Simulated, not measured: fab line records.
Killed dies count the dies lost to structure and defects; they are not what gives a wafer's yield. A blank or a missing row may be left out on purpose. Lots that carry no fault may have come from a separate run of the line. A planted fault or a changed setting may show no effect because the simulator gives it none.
A lot that was struck, set against a sound lot | flow sfq-line | 14 out of 325 route steps
Sound: the wafers L888.1, L888.3, L888.4. Wafers struck: L896.1, L896.3, L896.4. The cause is named last.
Each step with rows lists, per side, the tool, then ch with its chambers, then its first start. Under that, the readings that differ: sound wafers | struck wafers | difference of the means | sigmas: that difference in standard deviations of wafers without a fault.
alike: a reading whose means differ by less than 2 such deviations, as well as words and numbers matching on both sides. not compared: withheld readings; readings where some wafer has no value; bounds like >300 that might hide an equal value; numbers whose values overlap and for which the record gives no deviation.
The two part at a step that has a row with sigmas, a row that says differs or no value, or rows on one side only. Numbers that have no deviation but don't overlap get no sigmas and don't part them. A reading that every wafer of one side lacks parts them only if that side has two wafers or more.

first, 6 steps without rows for these wafers: SFQ_TRILAYER_M3_LITHO_COAT_080 (resist thk 62 nm); SFQ_TRILAYER_M3_LITHO_COAT_075 (resist thk 600 nm); SFQ_TRILAYER_M3_LITHO_SOFTBAKE_079; SFQ_TRILAYER_M3_LITHO_EXPOSE_076 (exposes mask M3, target cd 500 nm); SFQ_TRILAYER_M3_LITHO_PEB_078 (peb time 60 s); SFQ_TRILAYER_M3_LITHO_DEVELOP_077 (time 60 s).
SFQ_M3_OVL_MEAS_921:
  struck on overlay-02, day 39 03:00; sound on overlay-01, day 37 01:58
  alike: M3_OVL
SFQ_TRILAYER_M3_BARC_OPEN_METAL_ETCH_100: etches BARC in O2, target depth 125 nm, time 41.7 s.
  sound on rie-metal-04 ch 0,1, day 37 02:00; struck on rie-metal-01 ch 0,1, day 39 03:02
  alike: drypump-motor-current-A, oes-product-au
  not compared: rf-hours-counter-h
SFQ_TRILAYER_M3_ETCH_METAL_ETCH_078: etches Nb in Cl2/Ar, stops on SiO2, target depth 240 nm, time 120 s.
  sound on rie-metal-04 ch 0,1, day 37 02:04; struck on rie-metal-01 ch 0,1, day 39 03:06
  alike: drypump-motor-current-A, oes-product-au
  not compared: rf-hours-counter-h
SFQ_TRILAYER_M3_STRIP_STRIP_079: strips in O2.
  sound on rie-metal-04 ch 0,1, day 37 02:11; struck on rie-metal-01 ch 0,1, day 39 03:13
  alike: drypump-motor-current-A, oes-product-au
  not compared: rf-hours-counter-h
then, 1 step without rows for these wafers: SFQ_TRILAYER_M3_STRIP_SOLV_CLEAN_080 (cleans in NMP, time 600 s).
SFQ_TRILAYER_I3_DEP_PECVD_081: deposits SiO2 from SiH4/N2O, time 111.11 s, target thk 500 nm.
  sound on pecvd-01 ch 0,1,2, day 37 02:58; struck on pecvd-04 ch 0,1,2, day 39 04:00
  reading                                             | sound             | struck            | difference | sigmas
  run-length-s (s)                                    | 139.4 139.4 139.4 | 112.9 112.8 114.6 | -26.0      | -38
  model.SiO2_of_TRILAYER_I3_DEP_PECVD_081.thk-nm (nm) | 491.2 510.6 498.7 | 374 373.6 387.1   | -122       |
  alike: heater-power-w, throttle-valve-pct
SFQ_TRILAYER_I3_CMP_CMP_082: polishes SiO2.
  sound on cmp-01 ch 0,2,3, day 37 03:02; struck on cmp-02 ch 0,1,2, day 39 04:05
  reading                | sound       | struck      | difference | sigmas
  time-to-endpoint-s (s) | 211 217 215 | 132 126 142 | -81        | -11
  alike: motor-current-A, retaining-ring-pressure-frac
SFQ_I3_BOW_MEAS_922:
  struck on film-metro-02, day 39 07:05; sound on film-metro-02, day 37 06:02
  alike: I3_BOW

== WHERE THEY PART ==
Earliest at SFQ_TRILAYER_I3_DEP_PECVD_081; latest, in this record, at SFQ_TRILAYER_I3_CMP_CMP_082. Later steps at which nothing parts them and some readings are alike: SFQ_I3_BOW_MEAS_922.

WHY: the cause the simulator had injected
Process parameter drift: pecvd-04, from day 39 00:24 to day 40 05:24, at SFQ_TRILAYER_I3_DEP_PECVD_081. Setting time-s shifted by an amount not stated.
